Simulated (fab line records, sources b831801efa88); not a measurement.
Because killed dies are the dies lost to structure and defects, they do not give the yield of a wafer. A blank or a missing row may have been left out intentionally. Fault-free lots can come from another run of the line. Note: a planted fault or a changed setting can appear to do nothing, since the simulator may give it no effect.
Which tool did it? / flow sky130 / 24 lots, 72 wafers sampled, at 4 steps of a route of 708

== WHAT THE GAUGES SHOWED, per wafer ==
SKY_FIELD_ISO_THK_MEAS_23. Usual: FIELD_ISO_OXIDATION_01_THK typically reads 10.07 nm, with standard deviation 0.17.
lot=L074; measured=day 2 09:41; on=film-metro-03; FIELD_ISO_OXIDATION_01_THK (nm)=10.35 10.30 10.24; flag=
lot=L075; measured=day 2 11:57; on=film-metro-01; FIELD_ISO_OXIDATION_01_THK (nm)=10.15 10.18 10.17; flag=
lot=L076; measured=day 2 17:41; on=film-metro-03; FIELD_ISO_OXIDATION_01_THK (nm)=10.09 10.09 10.07; flag=
lot=L077; measured=day 2 22:34; on=film-metro-04; FIELD_ISO_OXIDATION_01_THK (nm)=10.29 10.53 10.14; flag=
lot=L078; measured=day 3 04:48; on=film-metro-03; FIELD_ISO_OXIDATION_01_THK (nm)=10.06 10.12 10.16; flag=
lot=L079; measured=day 3 12:08; on=film-metro-03; FIELD_ISO_OXIDATION_01_THK (nm)=9.98 10.03 10.23; flag=
lot=L080; measured=day 3 14:49; on=film-metro-04; FIELD_ISO_OXIDATION_01_THK (nm)=10.32 10.29 10.13; flag=
lot=L081; measured=day 3 21:59; on=film-metro-03; FIELD_ISO_OXIDATION_01_THK (nm)=9.94 10.05 10.07; flag=
lot=L082; measured=day 4 00:49; on=film-metro-04; FIELD_ISO_OXIDATION_01_THK (nm)=9.78 9.75 9.86; flag=
lot=L083; measured=day 4 05:08; on=film-metro-01; FIELD_ISO_OXIDATION_01_THK (nm)=10.11 10.02 10.25; flag=
lot=L084; measured=day 4 12:49; on=film-metro-04; FIELD_ISO_OXIDATION_01_THK (nm)=10.07 9.99 10.02; flag=
lot=L085; measured=day 4 16:46; on=film-metro-03; FIELD_ISO_OXIDATION_01_THK (nm)=9.73 9.84 9.92; flag=
lot=L086; measured=day 4 20:59; on=film-metro-04; FIELD_ISO_OXIDATION_01_THK (nm)=9.83 9.68 9.91; flag=
lot=L087; measured=day 5 01:17; on=film-metro-03; FIELD_ISO_OXIDATION_01_THK (nm)=10.24 10.30 10.08; flag=
lot=L088; measured=day 5 10:28; on=film-metro-04; FIELD_ISO_OXIDATION_01_THK (nm)=10.28 10.13 10.18; flag=
lot=L089; measured=day 5 12:49; on=film-metro-04; FIELD_ISO_OXIDATION_01_THK (nm)=9.85 9.93 9.96; flag=
lot=L091; measured=day 6 01:37; on=film-metro-03; FIELD_ISO_OXIDATION_01_THK (nm)=10.30 10.19 9.80; flag=
lot=L090; measured=day 6 01:38; on=film-metro-04; FIELD_ISO_OXIDATION_01_THK (nm)=10.28 10.05 10.21; flag=
lot=L093; measured=day 6 11:20; on=film-metro-03; FIELD_ISO_OXIDATION_01_THK (nm)=10.23 10.04 10.27; flag=
lot=L092; measured=day 6 11:21; on=film-metro-04; FIELD_ISO_OXIDATION_01_THK (nm)=10.07 9.97 10.03; flag=
lot=L094; measured=day 6 20:03; on=film-metro-03; FIELD_ISO_OXIDATION_01_THK (nm)=9.87 9.86 9.91; flag=
lot=L095; measured=day 7 00:32; on=film-metro-01; FIELD_ISO_OXIDATION_01_THK (nm)=10.06 10.06 10.01; flag=
lot=L096; measured=day 7 01:43; on=film-metro-03; FIELD_ISO_OXIDATION_01_THK (nm)=10.12 10.17 9.92; flag=
lot=L097; measured=day 7 12:41; on=film-metro-04; FIELD_ISO_OXIDATION_01_THK (nm)=9.75 9.84 9.81; flag=

SKY_METAL1_RS_MEAS_05: measurement is done with a four-point probe. Usual: METAL1_ALCU_RS typically reads 0.1270 ohm/sq, with standard deviation 0.0013.
lot=L074; measured=day 31 20:04; on=film-metro-02; METAL1_ALCU_RS (ohm/sq)=0.1281 0.1250 0.1280; flag=
lot=L075; measured=day 31 19:46; on=film-metro-04; METAL1_ALCU_RS (ohm/sq)=0.1279 0.1292 0.1273; flag=
lot=L076; measured=day 32 06:32; on=film-metro-02; METAL1_ALCU_RS (ohm/sq)=0.1273 0.1278 0.1262; flag=
lot=L077; measured=day 32 15:22; on=film-metro-02; METAL1_ALCU_RS (ohm/sq)=0.1243 0.1253 0.1236; flag=
lot=L078; measured=day 33 01:41; on=film-metro-04; METAL1_ALCU_RS (ohm/sq)=0.1267 0.1253 0.1273; flag=
lot=L079; measured=day 33 06:40; on=film-metro-04; METAL1_ALCU_RS (ohm/sq)=0.1296 0.1292 0.1278; flag=
lot=L080; measured=day 33 16:48; on=film-metro-02; METAL1_ALCU_RS (ohm/sq)=0.1283 0.1286 0.1280; flag=
lot=L081; measured=day 34 04:17; on=film-metro-04; METAL1_ALCU_RS (ohm/sq)=0.1278 0.1281 0.1269; flag=
lot=L082; measured=day 34 00:33; on=film-metro-01; METAL1_ALCU_RS (ohm/sq)=0.1282 0.1265 0.1264; flag=
lot=L083; measured=day 34 15:00; on=film-metro-02; METAL1_ALCU_RS (ohm/sq)=0.1289 0.1288 0.1281; flag=
lot=L084; measured=day 34 23:22; on=film-metro-01; METAL1_ALCU_RS (ohm/sq)=0.1284 0.1254 0.1268; flag=
lot=L085; measured=day 35 07:55; on=film-metro-04; METAL1_ALCU_RS (ohm/sq)=0.1257 0.1269 0.1268; flag=
lot=L086; measured=day 36 03:49; on=film-metro-02; METAL1_ALCU_RS (ohm/sq)=0.1271 0.1268 0.1270; flag=
lot=L087; measured=day 35 15:38; on=film-metro-04; METAL1_ALCU_RS (ohm/sq)=0.1262 0.1251 0.1257; flag=
lot=L088; measured=day 36 06:52; on=film-metro-02; METAL1_ALCU_RS (ohm/sq)=0.1279 0.1275 0.1268; flag=
lot=L089; measured=day 36 13:22; on=film-metro-01; METAL1_ALCU_RS (ohm/sq)=0.1252 0.1256 0.1252; flag=
lot=L091; measured=day 37 16:31; on=film-metro-02; METAL1_ALCU_RS (ohm/sq)=0.1278 0.1291 0.1295; flag=
lot=L090; measured=day 37 19:05; on=film-metro-04; METAL1_ALCU_RS (ohm/sq)=0.1265 0.1254 0.1269; flag=
lot=L093; measured=day 37 23:32; on=film-metro-04; METAL1_ALCU_RS (ohm/sq)=0.1273 0.1260 0.1273; flag=
lot=L092; measured=day 38 07:30; on=film-metro-01; METAL1_ALCU_RS (ohm/sq)=0.1286 0.1273 0.1270; flag=
lot=L094; measured=day 38 05:01; on=film-metro-04; METAL1_ALCU_RS (ohm/sq)=0.1264 0.1264 0.1248; flag=
lot=L095; measured=day 38 11:20; on=film-metro-02; METAL1_ALCU_RS (ohm/sq)=0.1263 0.1266 0.1275; flag=
lot=L096; measured=day 38 18:20; on=film-metro-04; METAL1_ALCU_RS (ohm/sq)=0.1262 0.1275 0.1265; flag=
lot=L097; measured=day 39 02:46; on=film-metro-01; METAL1_ALCU_RS (ohm/sq)=0.1286 0.1281 0.1288; flag=

SKY_CAP2M_RS_MEAS_03: measurement is done with a four-point probe. Usual: CAP2M_TIN_RS typically reads 6.90 ohm/sq, with standard deviation 0.083.
lot=L074; measured=day 39 21:17; on=film-metro-02; CAP2M_TIN_RS (ohm/sq)=6.99 7.02 7.05; flag=
lot=L075; measured=day 39 21:11; on=film-metro-03; CAP2M_TIN_RS (ohm/sq)=6.91 6.88 6.91; flag=
lot=L076; measured=day 40 04:14; on=film-metro-03; CAP2M_TIN_RS (ohm/sq)=6.93 6.80 6.91; flag=
lot=L077; measured=day 40 12:50; on=film-metro-03; CAP2M_TIN_RS (ohm/sq)=7.01 6.81 6.95; flag=
lot=L078; measured=day 41 00:00; on=film-metro-02; CAP2M_TIN_RS (ohm/sq)=6.81 6.95 6.90; flag=
lot=L079; measured=day 41 03:05; on=film-metro-04; CAP2M_TIN_RS (ohm/sq)=6.90 6.93 6.76; flag=
lot=L080; measured=day 41 11:37; on=film-metro-04; CAP2M_TIN_RS (ohm/sq)=6.91 6.95 6.93; flag=
lot=L081; measured=day 41 22:58; on=film-metro-04; CAP2M_TIN_RS (ohm/sq)=6.91 6.97 6.88; flag=
lot=L082; measured=day 41 20:34; on=film-metro-03; CAP2M_TIN_RS (ohm/sq)=6.95 7.00 6.98; flag=
lot=L083; measured=day 42 09:16; on=film-metro-02; CAP2M_TIN_RS (ohm/sq)=6.89 6.78 6.97; flag=
lot=L084; measured=day 42 17:32; on=film-metro-04; CAP2M_TIN_RS (ohm/sq)=6.93 6.97 6.95; flag=
lot=L085; measured=day 43 01:05; on=film-metro-04; CAP2M_TIN_RS (ohm/sq)=6.89 6.83 6.78; flag=
lot=L086; measured=day 43 17:16; on=film-metro-02; CAP2M_TIN_RS (ohm/sq)=6.75 6.80 6.87; flag=
lot=L087; measured=day 43 06:18; on=film-metro-02; CAP2M_TIN_RS (ohm/sq)=6.83 7.02 6.89; flag=
lot=L088; measured=day 43 21:37; on=film-metro-03; CAP2M_TIN_RS (ohm/sq)=7.00 6.95 6.97; flag=
lot=L089; measured=day 44 03:16; on=film-metro-04; CAP2M_TIN_RS (ohm/sq)=6.89 6.90 6.80; flag=
lot=L091; measured=day 45 03:25; on=film-metro-03; CAP2M_TIN_RS (ohm/sq)=6.98 6.91 6.88; flag=
lot=L090; measured=day 45 04:13; on=film-metro-03; CAP2M_TIN_RS (ohm/sq)=6.92 6.92 6.74; flag=
lot=L093; measured=day 45 06:58; on=film-metro-03; CAP2M_TIN_RS (ohm/sq)=6.95 6.92 6.97; flag=
lot=L092; measured=day 45 12:50; on=film-metro-04; CAP2M_TIN_RS (ohm/sq)=6.88 6.93 6.90; flag=
lot=L094; measured=day 45 10:59; on=film-metro-02; CAP2M_TIN_RS (ohm/sq)=6.86 6.87 6.96; flag=
lot=L095; measured=day 45 15:31; on=film-metro-04; CAP2M_TIN_RS (ohm/sq)=7.05 7.00 7.01; flag=
lot=L096; measured=day 46 01:01; on=film-metro-04; CAP2M_TIN_RS (ohm/sq)=6.75 6.76 6.71; flag=
lot=L097; measured=day 46 06:28; on=film-metro-04; CAP2M_TIN_RS (ohm/sq)=6.85 6.87 6.87; flag=

== WHAT TOOL EACH LOT RAN ON (gives the tool, then ch and the chambers of the sampled wafers, and finally the start) ==
lot=L074; SKY_CONTACT_ETCH_18=rie-diel-04 ch 0,1,3, day 31 20:04 or earlier
lot=L075; SKY_CONTACT_ETCH_18=rie-diel-02 ch 0,3, day 31 19:46 or earlier
lot=L076; SKY_CONTACT_ETCH_18=rie-diel-03 ch 0,1, day 32 06:32 or earlier
lot=L077; SKY_CONTACT_ETCH_18=rie-diel-03 ch 0,1, day 32 15:22 or earlier
lot=L078; SKY_CONTACT_ETCH_18=rie-diel-04 ch 0,2,3, day 33 01:41 or earlier
lot=L079; SKY_CONTACT_ETCH_18=rie-diel-04 ch 1,2,3, day 33 06:40 or earlier
lot=L080; SKY_CONTACT_ETCH_18=rie-diel-03 ch 1,2, day 33 16:48 or earlier
lot=L081; SKY_CONTACT_ETCH_18=rie-diel-04 ch 0,1,2, day 34 04:17 or earlier
lot=L082; SKY_CONTACT_ETCH_18=rie-diel-03 ch 1,2,3, day 34 00:33 or earlier
lot=L083; SKY_CONTACT_ETCH_18=rie-diel-02 ch 1,2, day 34 15:00 or earlier
lot=L084; SKY_CONTACT_ETCH_18=rie-diel-02 ch 1,2, day 34 23:22 or earlier
lot=L085; SKY_CONTACT_ETCH_18=rie-diel-02 ch 1,2, day 35 07:55 or earlier
lot=L086; SKY_CONTACT_ETCH_18=rie-diel-03 ch 0,1,2, day 36 03:49 or earlier
lot=L087; SKY_CONTACT_ETCH_18=rie-diel-04 ch 1,2, day 35 15:38 or earlier
lot=L088; SKY_CONTACT_ETCH_18=rie-diel-02 ch 0,2, day 36 06:52 or earlier
lot=L089; SKY_CONTACT_ETCH_18=rie-diel-04 ch 0,1,2, day 36 13:22 or earlier
lot=L091; SKY_CONTACT_ETCH_18=rie-diel-04 ch 0,1,3, day 37 16:31 or earlier
lot=L090; SKY_CONTACT_ETCH_18=rie-diel-04 ch 1,2,3, day 37 19:05 or earlier
lot=L093; SKY_CONTACT_ETCH_18=rie-diel-02 ch 1,2, day 37 23:32 or earlier
lot=L092; SKY_CONTACT_ETCH_18=rie-diel-02 ch 0,1,2, day 38 07:30 or earlier
lot=L094; SKY_CONTACT_ETCH_18=rie-diel-04 ch 0,1, day 38 05:01 or earlier
lot=L095; SKY_CONTACT_ETCH_18=rie-diel-04 ch 1,3, day 38 11:20 or earlier
lot=L096; SKY_CONTACT_ETCH_18=rie-diel-03 ch 1,3, day 38 18:20 or earlier
lot=L097; SKY_CONTACT_ETCH_18=rie-diel-04 ch 1,2, day 39 02:46 or earlier
- SKY_CONTACT_ETCH_18: etches Si3N4 in CHF3/O2, stops on TiN, time 39 s, target depth 75 nm.

== WHAT THE TOOLS THEMSELVES READ (means of the sampled wafers that have a number; where no wafer has one, the mark that the record gives instead) ==
SKY_CONTACT_ETCH_18. Usual: O2_flow_sccm 5.000 sccm, standard deviation 0.015; drypump-motor-current-A 5.5 A, standard deviation 0.34; oes-product-au 0.853 a.u., standard deviation 0.0073; throttle-valve-pct 8.793 %, standard deviation 0.011.
lot=L074; tool=rie-diel-04; O2_flow_sccm (sccm)=4.999; drypump-motor-current-A (A)=5.3; oes-product-au (a.u.)=0.860; throttle-valve-pct (%)=8.795; flag=
lot=L075; tool=rie-diel-02; O2_flow_sccm (sccm)=4.994; drypump-motor-current-A (A)=5.6; oes-product-au (a.u.)=0.856; throttle-valve-pct (%)=8.789; flag=
lot=L076; tool=rie-diel-03; O2_flow_sccm (sccm)=4.993; drypump-motor-current-A (A)=5.3; oes-product-au (a.u.)=0.859; throttle-valve-pct (%)=8.786; flag=
lot=L077; tool=rie-diel-03; O2_flow_sccm (sccm)=4.991; drypump-motor-current-A (A)=5.3; oes-product-au (a.u.)=0.850; throttle-valve-pct (%)=8.798; flag=
lot=L078; tool=rie-diel-04; O2_flow_sccm (sccm)=4.993; drypump-motor-current-A (A)=5.2; oes-product-au (a.u.)=0.852; throttle-valve-pct (%)=8.789; flag=
lot=L079; tool=rie-diel-04; O2_flow_sccm (sccm)=4.992; drypump-motor-current-A (A)=5.5; oes-product-au (a.u.)=0.857; throttle-valve-pct (%)=8.797; flag=
lot=L080; tool=rie-diel-03; O2_flow_sccm (sccm)=4.989; drypump-motor-current-A (A)=5.2; oes-product-au (a.u.)=0.858; throttle-valve-pct (%)=8.798; flag=
lot=L081; tool=rie-diel-04; O2_flow_sccm (sccm)=5.012; drypump-motor-current-A (A)=5.4; oes-product-au (a.u.)=0.853; throttle-valve-pct (%)=8.798; flag=
lot=L082; tool=rie-diel-03; O2_flow_sccm (sccm)=5.006; drypump-motor-current-A (A)=5.2; oes-product-au (a.u.)=0.848; throttle-valve-pct (%)=8.787; flag=
lot=L083; tool=rie-diel-02; O2_flow_sccm (sccm)=4.995; drypump-motor-current-A (A)=5.9; oes-product-au (a.u.)=0.852; throttle-valve-pct (%)=8.790; flag=
lot=L084; tool=rie-diel-02; O2_flow_sccm (sccm)=5.000; drypump-motor-current-A (A)=5.9; oes-product-au (a.u.)=0.855; throttle-valve-pct (%)=8.796; flag=
lot=L085; tool=rie-diel-02; O2_flow_sccm (sccm)=4.993; drypump-motor-current-A (A)=5.9; oes-product-au (a.u.)=0.846; throttle-valve-pct (%)=8.784; flag=
lot=L086; tool=rie-diel-03; O2_flow_sccm (sccm)=5.009; drypump-motor-current-A (A)=5.2; oes-product-au (a.u.)=0.848; throttle-valve-pct (%)=8.791; flag=
lot=L087; tool=rie-diel-04; O2_flow_sccm (sccm)=4.998; drypump-motor-current-A (A)=5.7; oes-product-au (a.u.)=0.851; throttle-valve-pct (%)=8.798; flag=
lot=L088; tool=rie-diel-02; O2_flow_sccm (sccm)=5.003; drypump-motor-current-A (A)=5.9; oes-product-au (a.u.)=0.853; throttle-valve-pct (%)=8.791; flag=
lot=L089; tool=rie-diel-04; O2_flow_sccm (sccm)=4.998; drypump-motor-current-A (A)=5.4; oes-product-au (a.u.)=0.849; throttle-valve-pct (%)=8.803; flag=
lot=L091; tool=rie-diel-04; O2_flow_sccm (sccm)=4.993; drypump-motor-current-A (A)=5.3; oes-product-au (a.u.)=0.843; throttle-valve-pct (%)=8.790; flag=
lot=L090; tool=rie-diel-04; O2_flow_sccm (sccm)=5.012; drypump-motor-current-A (A)=5.5; oes-product-au (a.u.)=0.854; throttle-valve-pct (%)=8.802; flag=
lot=L093; tool=rie-diel-02; O2_flow_sccm (sccm)=5.003; drypump-motor-current-A (A)=6.0; oes-product-au (a.u.)=0.852; throttle-valve-pct (%)=8.795; flag=
lot=L092; tool=rie-diel-02; O2_flow_sccm (sccm)=5.010; drypump-motor-current-A (A)=6.0; oes-product-au (a.u.)=0.855; throttle-valve-pct (%)=8.792; flag=
lot=L094; tool=rie-diel-04; O2_flow_sccm (sccm)=5.007; drypump-motor-current-A (A)=5.3; oes-product-au (a.u.)=0.851; throttle-valve-pct (%)=8.789; flag=
lot=L095; tool=rie-diel-04; O2_flow_sccm (sccm)=5.006; drypump-motor-current-A (A)=5.4; oes-product-au (a.u.)=0.853; throttle-valve-pct (%)=8.796; flag=
lot=L096; tool=rie-diel-03; O2_flow_sccm (sccm)=5.001; drypump-motor-current-A (A)=5.3; oes-product-au (a.u.)=0.861; throttle-valve-pct (%)=8.792; flag=
lot=L097; tool=rie-diel-04; O2_flow_sccm (sccm)=5.005; drypump-motor-current-A (A)=5.7; oes-product-au (a.u.)=0.853; throttle-valve-pct (%)=8.796; flag=

== THE ANSWER, worked out from the rows above alone ==
Rule: take the mean of a lot's wafers that have a number; if it is more than 3 standard deviations from the usual mean, the lot is off. A lot without any number at a reading at which 4 lots or more have one is off too. Any other lot the step has rows for is counted as sound. After the gauges, taken in route order, come the tools' own readings; for these a lot's mean is taken, as printed above. The first step at which some lot is off is used, and at that step the reading that is off furthest; a lot without a number counts as furthest.
Across all readings shown, no lot is off: no conclusion can be drawn from this.

== WHAT WAS PUT IN BY THE SIMULATOR ==
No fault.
